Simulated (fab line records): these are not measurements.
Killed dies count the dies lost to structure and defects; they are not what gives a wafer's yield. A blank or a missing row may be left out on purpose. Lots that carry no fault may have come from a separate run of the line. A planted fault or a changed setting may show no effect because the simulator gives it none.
The same fault as seen by 2 desks / flow gf180mcu / every desk sees just its own numbers, and what lay behind them comes last

TOOL OWNER'S DESK, wet bench-01
The tool's own readings at GF_DUAL_GATE_WET_ETCH_12 (etches SiO2 in dHF, target depth 13 nm, time 260 s): means of the sampled wafers that have a number, for each lot that ran on this tool. Marked OUT: a lot whose mean sits more than 4 standard deviations from the usual mean, which makes it out of limits; the brackets give that distance.
Columns: A = bath heat duty pct at GF_DUAL_GATE_WET_ETCH_12, usual 6.5 %; B = temp c at GF_DUAL_GATE_WET_ETCH_12, usual 25.01 C
lot=L608; first seen here=day 8 06:35; A=6.9; B=24.79
lot=L610; first seen here=day 9 00:44; A=5.9; B=24.98
lot=L621; first seen here=day 12 03:26; A=0.0 (-6.5) OUT; B=8.19 (-99 or more) OUT
lot=L622; first seen here=day 12 11:05; A=0.0 (-6.5) OUT; B=8.33 (-99 or more) OUT
This desk's verdict: out of limits on L621, L622, starting with L621 at day 12 03:26 (bath heat duty pct at GF_DUAL_GATE_WET_ETCH_12). Within limits: L608, L610.

THE METROLOGY DESK
Means of the sampled wafers that have a number, per lot and without regard to the tool the lot ran on: this is what the gauges read. Marked OUT: a lot whose mean sits more than 4 standard deviations from the usual mean, which makes it out of limits; the brackets give that distance.
Columns: A = DUAL_GATE_OXIDATION_00_THK at GF_DUAL_GATE_THK_MEAS_03, usual 10.87 nm; B = DUAL_GATE_OVL at GF_DUAL_GATE_OVL_MEAS_11, usual 0.2 nm; C = POLY_GATE_CVD_00_THK at GF_POLY_GATE_THK_MEAS_01, usual 200.2 nm; D = cd nm at GF_POLY_GATE_CD_MEAS_10, usual 279.9 nm; E = POLY_GATE_OVL at GF_POLY_GATE_OVL_MEAS_11, usual -3 nm; F = POLY_GATE_OXIDATION_THK at GF_POLY_GATE_THK_MEAS_17, usual 3.98 nm; G = cd nm at GF_POLY_GATE_CD_MEAS_18, usual 280.3 nm
lot=L608; first seen here=day 7 14:55; A=10.87; B=1.2; C=198.3; D=278.7; E=-4; F=3.82; G=280.0
lot=L610; first seen here=day 8 08:53; A=10.89; B=2.5; C=200.3; D=279.8; E=-6; F=3.91; G=283.1
lot=L621; first seen here=day 11 08:31; A=11.16; B=-1.2; C=202.7; D=281.8; E=-13; F=4.02; G=283.0
lot=L622; first seen here=day 11 15:45; A=10.84; B=-1.7; C=196.2; D=279.4; E=1; F=3.93; G=280.1
lot=L624; first seen here=day 12 05:40; A=10.89; B=-0.6; C=200.0; D=281.7; E=3; F=4.04; G=282.0
lot=L631; first seen here=day 14 04:21; A=11.16; B=0.4; C=202.4; D=280.0; E=-6; F=3.96; G=281.9
Result from this desk: across the 6 lots, nothing is out of limits.

TAKEN TOGETHER
An alarm could have come from the tool owner's desk at day 12 03:26, on L621, L622.
From the metrology desk's view, nothing was out of limits.
The metrology desk holds a record of L621, L622, inside its limits.
Of the lots named, all ran GF_DUAL_GATE_WET_ETCH_12 on wet bench-01.

WHAT WAS PUT IN BY THE SIMULATOR
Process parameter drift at GF_DUAL_GATE_WET_ETCH_12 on wet bench-01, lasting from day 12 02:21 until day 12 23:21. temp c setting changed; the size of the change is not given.
Shown lots that were struck: L621, L622.
Hours from the fault's start to each desk's first reading out of limits: the tool owner's desk, 1.
